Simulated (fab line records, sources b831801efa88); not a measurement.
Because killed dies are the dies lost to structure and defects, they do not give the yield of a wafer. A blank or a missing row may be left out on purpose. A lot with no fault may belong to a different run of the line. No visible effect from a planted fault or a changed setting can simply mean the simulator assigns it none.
2 desks looking at one fault | flow gf180mcu | only its own numbers are on each desk; what lay behind them is given at the end

== TOOL OWNER'S DESK, cmp-02 ==
The tool's own readings at GF_V2_CMP_26 (polishes, stops on SiO2, t overpolish 15 s, target thk 0 nm): means of the sampled wafers that have a number, for each lot that ran on this tool. Any lot whose mean is over 4 standard deviations away from the usual mean is out of limits and marked OUT; that distance is given in the brackets.
Columns: A = motor_current_A at GF_V2_CMP_26, usual 12.1 A; B = overpolish_run_s at GF_V2_CMP_26, usual 15.000 s; C = time_to_endpoint_s at GF_V2_CMP_26, usual 86 s
lot  | first seen here | A    | B                       | C
L875 | day 21 04:55    | 12.6 | 15.001                  | 91
L878 | day 22 06:30    | 14.4 | 15.003                  | 90
L879 | day 23 00:37    | 14.3 | 15.004                  | 90
L882 | day 23 15:53    | 12.5 | 15.003                  | 90
L884 | day 24 06:19    | 12.6 | 0.039 (-99 or more) OUT | 130 (+9.0) OUT
L885 | day 24 19:11    | 12.4 | 0.040 (-99 or more) OUT | 129 (+8.8) OUT
L886 | day 25 05:55    | 13.9 | 0.036 (-99 or more) OUT | 130 (+9.0) OUT
L895 | day 27 16:13    | 11.8 | 14.999                  | 91
This desk's finding: out of limits on L884, L885, L886; first on L884, day 24 06:19 (overpolish_run_s at GF_V2_CMP_26). L875, L878, L879, L882, L895 stayed within limits.

== FROM THE METROLOGY DESK ==
Lot by lot, what the gauges showed, no matter which tool ran the lot: averages of those sampled wafers that carry a number. Any lot whose mean is over 4 standard deviations away from the usual mean is out of limits and marked OUT; that distance is given in the brackets.
Columns: A = M2_OVL at GF_M2_OVL_MEAS_15, usual 3 nm; B = V2_BOW at GF_V2_BOW_MEAS_05, usual 100 um
lot  | first seen here | A   | B
L873 | day 19 14:07    | 11  | 103
L875 | day 20 02:09    | 1   | 89
L874 | day 20 07:29    | 7   | 98
L878 | day 21 05:15    | 5   | 122
L881 | day 21 20:47    | 7   | 90
L879 | day 21 22:43    | -0  | 100
L882 | day 22 14:10    | -1  | 94
L884 | day 23 04:56    | -11 | 99
L885 | day 23 18:17    | 5   | 104
L886 | day 24 05:03    | 7   | 96
L888 | day 24 15:23    | -1  | 106
L894 | day 26 09:18    | -8  | 96
L895 | day 26 17:30    | 2   | 107
L896 | day 26 22:21    | 10  | 97
Result from this desk: across the 14 lots, nothing is out of limits.

== BROUGHT TOGETHER ==
At day 24 06:19, on L884, L885, L886, the tool owner's desk was in a position to raise an alarm.
The metrology desk saw nothing out of limits.
The metrology desk holds a record of L884, L885, L886, inside its limits.
The lots listed all ran GF_V2_CMP_26 on cmp-02.

== WHAT HAD BEEN PUT IN BY THE SIMULATOR ==
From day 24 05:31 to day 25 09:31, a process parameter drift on cmp-02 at GF_V2_CMP_26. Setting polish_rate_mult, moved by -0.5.
Lots struck among those shown: L884, L885, L886.
Each desk's first reading out of limits, in hours after the fault started: the tool owner's desk, 1.
